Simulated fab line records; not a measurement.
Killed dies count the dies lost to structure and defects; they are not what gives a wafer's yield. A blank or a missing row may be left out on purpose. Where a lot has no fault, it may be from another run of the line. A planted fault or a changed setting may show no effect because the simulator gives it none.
Code-filled problem report in 8D (eight disciplines) form | flow gf180mcu | the parts of the form that need people (team, actions taken, sign-off) are left out

== 1. WHAT WENT WRONG ==
runLengthS at GF_POLY_GATE_ETCH_13 reads a mean of 105.9 s on 1 wafer of 1 lot; wafers without a fault read 98.0 s with a standard deviation of 0.45. That puts it +18 standard deviations away from the usual mean.
The step: etches poly-Si in HBr/Cl2, stops on SiO2, target depth 198.5 nm, time 69.6 s.
First seen on wafer L412.4, day 11 08:03, on rieSi-02. At this step, 36 wafers from 12 lots have a number in the record. The rule behind "out" and "out of limits": a value lying over 4 standard deviations away from the usual mean. All remaining wafers that have a number are taken as sound.

== 2. WHAT THIS IS AND IS NOT ==
question                    | is                       | is not
which readings at this step | runLengthS, oesProductAu | biasW, drypumpMotorCurrentA, throttleValvePct
which lots                  | L412                     | L405, L407, L408, L415, L420, L423, L424, L425, L426, L427, L428
which wafers of those lots  | L412.4                   | L412.1, L412.5
read on which tools         | rieSi-02                 | rieSi-01
when                        | from day 11 08:03        | up to then (11 sound wafers); but 24 sound wafers of L415, L420, L423, L424, L425, L426, L427, L428 came after

== 3. WHAT RULES OUT EACH SUSPECT ==
Counting: a tool at a process step up to the reading stays a suspect if it ran every lot that is out. Sound lots after the first of them don't rule it out here, since some wafers of a struck lot are sound.
- plasmaAsher-04 at GF_VT_IMPLANT_STRIP_20 (strips in O2/N2): kept. It ran the lot that is out, L412 (day 8 01:53).
- rieDiel-03 at GF_POLY_GATE_ETCH_12 (etches BARC in N2/H2): kept. The lot that is out, L412, ran on it at day 11 07:59; the last sound lot it ran before that was L408, at day 10 01:23.
- rieSi-02 at GF_POLY_GATE_ETCH_13 (etches poly-Si in HBr/Cl2, stops on SiO2, target depth 198.5 nm, time 69.6 s): kept. The lot that is out, L412, ran on it at day 11 08:03; the last sound lot it ran before that was L408, at day 10 01:26. On those wafers its own readings are out: oesProductAu, runLengthS.
- In rieSi-02 at GF_POLY_GATE_ETCH_13, the wafers that are out were processed in chamber 2 and their sound lot-mates in chambers 0, 3.
plasmaAsher-04 at GF_VT_IMPLANT_STRIP_20, rieDiel-03 at GF_POLY_GATE_ETCH_12 and rieSi-02 at GF_POLY_GATE_ETCH_13 are what is left after counting.

== 4. THE CAUSE (what the simulator had put in) ==
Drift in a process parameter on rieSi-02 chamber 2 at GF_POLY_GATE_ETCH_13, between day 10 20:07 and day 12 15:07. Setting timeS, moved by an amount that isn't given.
This tool is one of the 3 suspects left after counting.

== 5. THE EFFECT CHAIN, in route order ==
Rows list readings where the struck wafers' mean (over those with a number) sits beyond 3 standard deviations from the usual. Only readings whose record carries a usual standard deviation are examined. hours: median over the lots of the time between each lot's start at the first step of this table that gives one and its start at this step. sigmas: the change, counted in usual standard deviations.
hours | step                 | reading      | usual      | on struck wafers | change | sigmas
0     | GF_POLY_GATE_ETCH_13 | oesProductAu | 0.980 a.u. | 0.910            | -0.070 | -11
0     | GF_POLY_GATE_ETCH_13 | runLengthS   | 98.0 s     | 105.9            | +7.9   | +18
Its process steps:
- GF_POLY_GATE_ETCH_13: etches poly-Si in HBr/Cl2, stops on SiO2, target depth 198.5 nm, time 69.6 s.

== 6. WHAT WOULD HAVE CAUGHT IT SOONER ==
In this record the first reading out of limits was taken at day 11 08:03, 12 hours after the fault began at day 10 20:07.
